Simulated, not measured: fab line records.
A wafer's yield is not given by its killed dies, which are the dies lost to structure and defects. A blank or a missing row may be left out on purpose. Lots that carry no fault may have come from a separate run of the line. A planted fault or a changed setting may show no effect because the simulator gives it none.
The tool behind it: which one? / flow gf180mcu / 36 wafers from 12 lots sampled at 4 of the route's 602 steps

## WHAT THE GAUGES SHOWED, per wafer
GF_LVPWELL_TW_MEAS_11. Usual: for LVPWELL_TW the level is 560 and the standard deviation is 5.
lot=L915; measured=day 3 22:41; on=film metro-03; LVPWELL_TW=563 562 567; flag=
lot=L916; measured=day 4 00:52; on=film metro-01; LVPWELL_TW=554 555 557; flag=
lot=L917; measured=day 4 08:22; on=film metro-03; LVPWELL_TW=560 558 558; flag=
lot=L918; measured=day 4 13:58; on=film metro-03; LVPWELL_TW=562 562 559; flag=
lot=L919; measured=day 4 18:16; on=film metro-03; LVPWELL_TW=564 563 564; flag=
lot=L921; measured=day 5 09:58; on=film metro-03; LVPWELL_TW=569 564 565; flag=
lot=L922; measured=day 5 20:13; on=film metro-01; LVPWELL_TW=551 552 552; flag=
lot=L924; measured=day 6 00:39; on=film metro-01; LVPWELL_TW=553 554 556; flag=
lot=L927; measured=day 6 17:28; on=film metro-03; LVPWELL_TW=566 566 564; flag=
lot=L929; measured=day 7 05:01; on=film metro-01; LVPWELL_TW=556 554 555; flag=
lot=L935; measured=day 8 18:58; on=film metro-01; LVPWELL_TW=540 544 540; flag=OFF
lot=L937; measured=day 9 00:49; on=film metro-01; LVPWELL_TW=545 542 542; flag=OFF

GF_VT_IMPLANT_RS_MEAS_48: uses a four-point probe to measure. Usual: for LVPWELL_RS the level is 1197 ohm/sq and the standard deviation is 3.2.
lot=L915; measured=day 7 14:26; on=film metro-03; LVPWELL_RS (ohm/sq)=1198 1194 1195; flag=
lot=L916; measured=day 7 19:01; on=film metro-03; LVPWELL_RS (ohm/sq)=1196 1195 1197; flag=
lot=L917; measured=day 8 04:11; on=film metro-03; LVPWELL_RS (ohm/sq)=1198 1199 1196; flag=
lot=L918; measured=day 8 11:13; on=film metro-03; LVPWELL_RS (ohm/sq)=1191 1193 1189; flag=
lot=L919; measured=day 8 15:26; on=film metro-01; LVPWELL_RS (ohm/sq)=1200 1198 1196; flag=
lot=L921; measured=day 9 10:19; on=film metro-03; LVPWELL_RS (ohm/sq)=1193 1198 1198; flag=
lot=L922; measured=day 9 22:41; on=film metro-03; LVPWELL_RS (ohm/sq)=1194 1195 1194; flag=
lot=L924; measured=day 10 04:44; on=film metro-03; LVPWELL_RS (ohm/sq)=1192 1198 1200; flag=
lot=L927; measured=day 10 23:08; on=film metro-03; LVPWELL_RS (ohm/sq)=1194 1200 1196; flag=
lot=L929; measured=day 11 13:55; on=film metro-01; LVPWELL_RS (ohm/sq)=1204 1204 1204; flag=
lot=L935; measured=day 13 10:20; on=film metro-03; LVPWELL_RS (ohm/sq)=1258 1257 1263; flag=OFF
lot=L937; measured=day 13 18:22; on=film metro-01; LVPWELL_RS (ohm/sq)=1257 1253 1257; flag=OFF

GF_SAB_THK_MEAS_01. Usual: for SAB_CVD_00_THK the level is 49.9 nm and the standard deviation is 0.79.
lot=L915; measured=day 14 10:32; on=film metro-02; SAB_CVD_00_THK (nm)=50.0 50.3 50.8; flag=
lot=L916; measured=day 14 16:59; on=film metro-02; SAB_CVD_00_THK (nm)=49.3 49.9 49.2; flag=
lot=L917; measured=day 15 01:48; on=film metro-01; SAB_CVD_00_THK (nm)=49.4 50.5 51.1; flag=
lot=L918; measured=day 15 09:23; on=film metro-02; SAB_CVD_00_THK (nm)=49.6 49.9 50.3; flag=
lot=L919; measured=day 15 16:29; on=film metro-02; SAB_CVD_00_THK (nm)=48.9 49.9 50.5; flag=
lot=L921; measured=day 16 14:57; on=film metro-01; SAB_CVD_00_THK (nm)=50.5 48.2 50.4; flag=
lot=L922; measured=day 17 04:53; on=film metro-02; SAB_CVD_00_THK (nm)=48.9 49.8 49.4; flag=
lot=L924; measured=day 17 15:37; on=film metro-01; SAB_CVD_00_THK (nm)=49.4 50.2 50.9; flag=
lot=L927; measured=day 18 11:46; on=film metro-02; SAB_CVD_00_THK (nm)=48.9 49.8 50.4; flag=
lot=L929; measured=day 19 12:29; on=film metro-04; SAB_CVD_00_THK (nm)=49.3 50.8 50.0; flag=
lot=L935; measured=day 21 16:25; on=film metro-01; SAB_CVD_00_THK (nm)=50.0 49.5 49.7; flag=
lot=L937; measured=day 22 03:52; on=film metro-01; SAB_CVD_00_THK (nm)=48.9 49.9 50.1; flag=

## WHICH TOOL RAN EACH LOT (tool, then ch and the chambers of the sampled wafers, then the start)
lot=L915; GF_LVPWELL_IMPLANT_08=implanter-04 ch 0, day 3 22:17
lot=L916; GF_LVPWELL_IMPLANT_08=implanter-04 ch 0, day 4 00:28
lot=L917; GF_LVPWELL_IMPLANT_08=implanter-01 ch 0, day 4 07:58
lot=L918; GF_LVPWELL_IMPLANT_08=implanter-04 ch 0, day 4 13:34
lot=L919; GF_LVPWELL_IMPLANT_08=implanter-04 ch 0, day 4 17:53
lot=L921; GF_LVPWELL_IMPLANT_08=implanter-04 ch 0, day 5 09:34
lot=L922; GF_LVPWELL_IMPLANT_08=implanter-03 ch 0, day 5 19:50
lot=L924; GF_LVPWELL_IMPLANT_08=implanter-01 ch 0, day 6 00:15
lot=L927; GF_LVPWELL_IMPLANT_08=implanter-03 ch 0, day 6 17:05
lot=L929; GF_LVPWELL_IMPLANT_08=implanter-04 ch 0, day 7 04:37
lot=L935; GF_LVPWELL_IMPLANT_08=implanter-04 ch 0, day 8 18:35
lot=L937; GF_LVPWELL_IMPLANT_08=implanter-04 ch 0, day 9 00:27
- GF_LVPWELL_IMPLANT_08

## AS READ BY THE TOOLS THEMSELVES (means over the sampled wafers that have a number; for cases with no such wafer, the mark the record gives instead)
GF_LVPWELL_IMPLANT_08. Usual: dose ions cm2 1.4998e+13, standard deviation 1.8e+10; faraday current uA 84.7, standard deviation 1.6.
lot=L915; tool=implanter-04; dose ions cm2=1.5002e+13; faraday current uA=84.1; flag=
lot=L916; tool=implanter-04; dose ions cm2=1.4977e+13; faraday current uA=83.9; flag=
lot=L917; tool=implanter-01; dose ions cm2=1.5022e+13; faraday current uA=83.6; flag=
lot=L918; tool=implanter-04; dose ions cm2=1.4970e+13; faraday current uA=85.9; flag=
lot=L919; tool=implanter-04; dose ions cm2=1.5002e+13; faraday current uA=84.2; flag=
lot=L921; tool=implanter-04; dose ions cm2=1.4996e+13; faraday current uA=85.4; flag=
lot=L922; tool=implanter-03; dose ions cm2=1.4998e+13; faraday current uA=84.1; flag=
lot=L924; tool=implanter-01; dose ions cm2=1.4997e+13; faraday current uA=85.0; flag=
lot=L927; tool=implanter-03; dose ions cm2=1.4993e+13; faraday current uA=85.8; flag=
lot=L929; tool=implanter-04; dose ions cm2=1.4968e+13; faraday current uA=83.6; flag=
lot=L935; tool=implanter-04; dose ions cm2=1.3612e+13; faraday current uA=76.8; flag=OFF
lot=L937; tool=implanter-04; dose ions cm2=1.3596e+13; faraday current uA=77.8; flag=OFF

## THE ANSWER, worked out from the rows above alone
Rule: a lot is off if the mean of its wafers that have a number lies more than 3 standard deviations from the usual mean. Also off: a lot with no number at a reading for which 4 or more lots have one. Where the step has rows for the other lots, those lots are counted as sound. The gauges are gone through in route order, then the tools' own readings, and for those a lot's mean is taken as printed above. At the first step where some lot is off, the reading lying furthest off is the one used; lots without a number count as furthest.
Off: L935, L937, seen at GF_LVPWELL_TW_MEAS_11 (LVPWELL_TW).
If a tool, at a process step before that reading, ran all the lots that are off and no sound lot after the first of them, it fits. The gauges at GF_LVPWELL_TW_MEAS_11 aren't tried: what is off there is off at GF_LVPWELL_IMPLANT_08 too, on other tools, and a gauge's error can't cause that. One candidate fits, namely implanter-04 at GF_LVPWELL_IMPLANT_08. A fault onset in the window from L929 (day 7 04:37, its last sound lot) to L935 (day 8 18:35, its first lot off) fits.
The tool's own readings at GF_LVPWELL_IMPLANT_08 bear it out: on the lots that are off they differ by more than 5 times the standard deviation of the sound lots' means. dose ions cm2 reads 1.3604e+13 there against 1.4992e+13 on the sound lots; faraday current uA reads 77.3 there against 84.6 on the sound lots.

## WHAT WAS PUT IN BY THE SIMULATOR
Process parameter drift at GF_LVPWELL_IMPLANT_08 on implanter-04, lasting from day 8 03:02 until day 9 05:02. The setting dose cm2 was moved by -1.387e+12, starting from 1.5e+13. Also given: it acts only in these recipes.
Shown lots that were struck: L935, L937. This agrees with what the rule above found.
